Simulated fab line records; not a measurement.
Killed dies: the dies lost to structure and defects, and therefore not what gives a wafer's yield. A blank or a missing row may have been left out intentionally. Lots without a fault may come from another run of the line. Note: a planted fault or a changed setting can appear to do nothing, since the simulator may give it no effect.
A lot that was struck, set against a sound lot / flow sky130 / 43 out of 708 route steps
Sound: the wafers L630.4, L630.5, L630.6. Wafers L634.1, L634.3, L634.4 were the ones struck. Last of all comes the cause.
Each step with rows lists, per side, the tool, then ch with its chambers, then its first start. Under that, the readings that differ: sound wafers / struck wafers / difference of the means / sigmas: that difference in standard deviations of wafers without a fault.
alike: words and numbers the same on both sides, and readings whose means are apart by under 2 such deviations; not compared: readings that were withheld, readings missing a value for some wafer, numbers with overlapping values and no deviation given by the record, and bounds like >300 which may hide the same value.
The two part at a step that has a row with sigmas, a row that says differs or no value, or rows on one side only. When numbers do not overlap yet have no deviation, they are printed without sigmas and do not part them. Lack of a reading on every wafer of one side parts them only where that side has two or more wafers.

first, 1 step without rows for these wafers: SKY_LDD_N_IMPLANT_15.
SKY_LDD_N_STRIP_16: strips in O2/N2.
  sound on plasma_asher-02 ch 0,1, day 19 02:59; struck on plasma_asher-02 ch 0,1, day 20 10:47
  alike: drypump_motor_current_A, oes_product_au, strip_time_to_endpoint_s
  not compared: rf_hours_counter_h
SKY_LDD_N_TW_MEAS_17:
  struck on film_metro-04, day 20 10:53; sound on film_metro-01, day 19 03:05
reading=LDD_N_TW; sound=2611 2614 2614; struck=2526 2539 2538; difference=-79; sigmas=-3
then, 7 steps without rows for these wafers: SKY_LDD_P_DEHYDRATE_00 (time 60 s); SKY_LDD_P_HMDS_01 (prime time 60 s); SKY_LDD_P_COAT_02 (resist thk 1140 nm); SKY_LDD_P_SOFTBAKE_03 (time 60 s); SKY_LDD_P_EXPOSE_04 (exposes mask PSDM, target cd 380 nm); SKY_LDD_P_PEB_05; SKY_LDD_P_DEVELOP_06 (develop time 60 s).
SKY_LDD_P_CD_MEAS_07: the cd target is 380 nm.
  struck on cd_sem-01, day 21 17:47; sound on cd_sem-02, day 20 09:56
  alike: cd_nm
SKY_LDD_P_OVL_MEAS_08:
  struck on overlay-02, day 21 17:55; sound on overlay-02, day 20 10:00
  alike: LDD_P_OVL
SKY_LDD_P_IMPLANT_09:
  sound on implanter-02 ch 0, day 20 10:06; struck on implanter-02 ch 0, day 21 17:57
  alike: beam_on_s
SKY_LDD_P_STRIP_10: strips in O2/N2.
  sound on plasma_asher-01 ch 0,1, day 20 10:12; struck on plasma_asher-01 ch 0,1, day 21 18:06
  alike: drypump_motor_current_A, oes_product_au, strip_time_to_endpoint_s
  not compared: rf_hours_counter_h
SKY_LDD_P_TW_MEAS_11:
  struck on film_metro-04, day 21 18:12; sound on film_metro-01, day 20 10:18
reading=LDD_P_TW; sound=645 645 645; struck=621 623 622; difference=-23; sigmas=-4
then, 7 steps without rows for these wafers: SKY_LDD_HVN_DEHYDRATE_00 (time 60 s); SKY_LDD_HVN_HMDS_01 (prime time 60 s); SKY_LDD_HVN_COAT_02 (resist thk 300 nm); SKY_LDD_HVN_SOFTBAKE_03 (time 60 s); SKY_LDD_HVN_EXPOSE_04 (exposes mask HVNTM, target cd 700 nm); SKY_LDD_HVN_PEB_05; SKY_LDD_HVN_DEVELOP_06 (develop time 60 s).
SKY_LDD_HVN_OVL_MEAS_07:
  struck on overlay-02, day 23 00:34; sound on overlay-01, day 21 17:35
  alike: LDD_HVN_OVL
then, 1 step without rows for these wafers: SKY_LDD_HVN_IMPLANT_08.
SKY_LDD_HVN_STRIP_09: strips in O2/N2.
  sound on plasma_asher-04 ch 0,1, day 21 17:47; struck on plasma_asher-02 ch 0,1, day 23 00:44
  alike: drypump_motor_current_A, oes_product_au, strip_time_to_endpoint_s
  not compared: rf_hours_counter_h
SKY_LDD_HVN_TW_MEAS_10:
  struck on film_metro-02, day 23 00:50; sound on film_metro-03, day 21 17:52
reading=LDD_HVN_TW; sound=1440 1447 1440; struck=1417 1427 1420; difference=-21; sigmas=-2
then, 7 steps without rows for these wafers: SKY_LDD_HVP_DEHYDRATE_00 (time 60 s); SKY_LDD_HVP_HMDS_01 (prime time 60 s); SKY_LDD_HVP_COAT_02 (resist thk 300 nm); SKY_LDD_HVP_SOFTBAKE_03 (time 60 s); SKY_LDD_HVP_EXPOSE_04 (exposes mask HVPTM, target cd 700 nm); SKY_LDD_HVP_PEB_05; SKY_LDD_HVP_DEVELOP_06 (develop time 60 s).
SKY_LDD_HVP_OVL_MEAS_07:
  struck on overlay-02, day 24 06:59; sound on overlay-01, day 23 00:34
  alike: LDD_HVP_OVL
then, 1 step without rows for these wafers: SKY_LDD_HVP_IMPLANT_08.
SKY_LDD_HVP_STRIP_09: strips in O2/N2.
  sound on plasma_asher-03 ch 0,1, day 23 00:46; struck on plasma_asher-02 ch 0,1, day 24 07:11
  alike: drypump_motor_current_A, oes_product_au, strip_time_to_endpoint_s
  not compared: rf_hours_counter_h
SKY_LDD_HVP_TW_MEAS_10:
  struck on film_metro-02, day 24 07:17; sound on film_metro-03, day 23 00:52
  alike: LDD_HVP_TW
then, 5 steps without rows for these wafers: SKY_LDD_LDN_DEHYDRATE_00 (time 60 s); SKY_LDD_LDN_HMDS_01 (prime time 60 s); SKY_LDD_LDN_COAT_02 (resist thk 1140 nm); SKY_LDD_LDN_SOFTBAKE_03 (time 60 s); SKY_LDD_LDN_EXPOSE_04 (exposes mask LDNTM, target cd 700 nm).
-- a jump in the record: the struck wafers' starts before and after are 23 days apart (it breaks off in module LDD_LDN and resumes in module PAD_OPEN, where the first step shown is number 708 of the route) --
SKY_PAD_OPEN_PROBE_99:
  struck on prober-02, day 47 17:44; sound on prober-02, day 46 20:43
reading=model.etest.tip_p.rs_ohm_sq_range; sound=189.1 264.1 162.3; struck=1884 1911 1767; difference=+1649; sigmas=
reading=model.etest.pfet_01v8.vt_v_range; sound=0.01932 0.01282 0.01665; struck=0.02138 0.0293 0.02403; difference=+0.00864; sigmas=
  alike: killed_at_M0_to_M3, killed_at_M4_up, killed_at_contacts, killed_at_front_end, killed_at_other, killed_dies, killed_on_rim, killed_open, killed_short
  not compared: model.etest.pfet_01v8.drive_ua_um_range

## WHERE THEY PART
Earliest at SKY_LDD_N_TW_MEAS_17; latest, in this record, at SKY_LDD_HVN_TW_MEAS_10. Later steps at which nothing parts them and some readings are alike: SKY_LDD_HVP_OVL_MEAS_07, SKY_LDD_HVP_STRIP_09, SKY_LDD_HVP_TW_MEAS_10, SKY_PAD_OPEN_PROBE_99.

WHY: what the simulator had put in
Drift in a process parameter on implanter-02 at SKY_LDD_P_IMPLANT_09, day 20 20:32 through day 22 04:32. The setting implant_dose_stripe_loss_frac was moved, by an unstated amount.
